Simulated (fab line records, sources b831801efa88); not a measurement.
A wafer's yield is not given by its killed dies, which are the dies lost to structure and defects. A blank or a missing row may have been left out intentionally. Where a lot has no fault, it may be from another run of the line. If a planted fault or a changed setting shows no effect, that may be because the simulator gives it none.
Struck lot and sound lot, side by side / flow sky130 / 14 steps out of a route of 708
Sound: wafers L925.1, L925.4, L925.5. Wafers L932.1, L932.4, L932.6 were the ones struck. Last of all comes the cause.
Order at every step that has rows: each side's tool, ch and its chambers, its first start. Under that, the readings that differ: sound wafers / struck wafers / difference of the means / sigmas: that difference in standard deviations of wafers without a fault.
alike: a reading whose means differ by less than 2 such deviations, as well as words and numbers matching on both sides. not compared: withheld readings; readings where some wafer has no value; bounds like >300 that might hide an equal value; numbers whose values overlap and for which the record gives no deviation.
The two part at a step that has a row with sigmas, a row that says differs or no value, or rows on one side only. Non-overlapping numbers with no deviation appear without sigmas and do not part them. Lack of a reading on every wafer of one side parts them only where that side has two or more wafers.

SKY_METAL5_SPUTTER_01: material TiN, target thk 20 nm, time 16.7 s.
  sound: pvd sputter-04 at day 45 06:20; struck: pvd sputter-04 at day 46 23:36
  alike: cathode dc power W, throttle valve pct
SKY_METAL5_SPUTTER_02: material AlCu, target thk 1150 nm, time 61.2 s.
  sound: pvd sputter-04 at day 45 06:22; struck: pvd sputter-04 at day 46 23:37
  alike: cathode dc power W, throttle valve pct
SKY_METAL5_SPUTTER_03: material Ti, target thk 5 nm, time 3.3 s.
  sound: pvd sputter-04 at day 45 06:25; struck: pvd sputter-04 at day 46 23:40
  alike: cathode dc power W, throttle valve pct
SKY_METAL5_SPUTTER_04: material TiN, target thk 70 nm, time 58.3 s.
  sound: pvd sputter-04 at day 45 06:26; struck: pvd sputter-04 at day 46 23:41
  alike: cathode dc power W, throttle valve pct
SKY_METAL5_RS_MEAS_05: measures by four-point-probe.
  sound: film metro-02 at day 45 06:29; struck: film metro-02 at day 46 23:44
  alike: METAL5_ALCU_RS
SKY_METAL5_THK_MEAS_06: measures by xrf.
  sound: film metro-02 at day 45 06:36; struck: film metro-02 at day 46 23:52
  alike: METAL5_ALCU_THK
then, 6 steps without rows for these wafers: SKY_METAL5_DEHYDRATE_07 (time 60 s); SKY_METAL5_HMDS_08 (prime time 60 s); SKY_METAL5_COAT_09 (resist thk 1800 nm); SKY_METAL5_SOFTBAKE_10 (time 60 s); SKY_METAL5_EXPOSE_11 (exposes mask MM5, target cd 1600 nm); SKY_METAL5_PEB_12.
SKY_METAL5_DEVELOP_13: develop time 60 s.
  sound on litho track-01 ch 0, day 46 03:01; struck on litho track-04, day 47 18:44
  no value came back on the struck wafers for chill plate temp C (C), develop time s (s); on the sound wafers chill plate temp C (C) reads 23.04 22.96 22.90
SKY_METAL5_DESCUM_14: chemistry O2, time 11 s.
  sound on rie metal-02 ch 0,1, day 46 03:10; struck on rie metal-04 ch 0, day 47 18:53
  alike: drypump motor current A, he backside leak sccm, oes product au
  not compared: rf hours counter h

WHERE THEY PART
Only at SKY_METAL5_DEVELOP_13, within this record. Later steps at which nothing parts them and some readings are alike: SKY_METAL5_DESCUM_14.

WHY: the cause the simulator had injected
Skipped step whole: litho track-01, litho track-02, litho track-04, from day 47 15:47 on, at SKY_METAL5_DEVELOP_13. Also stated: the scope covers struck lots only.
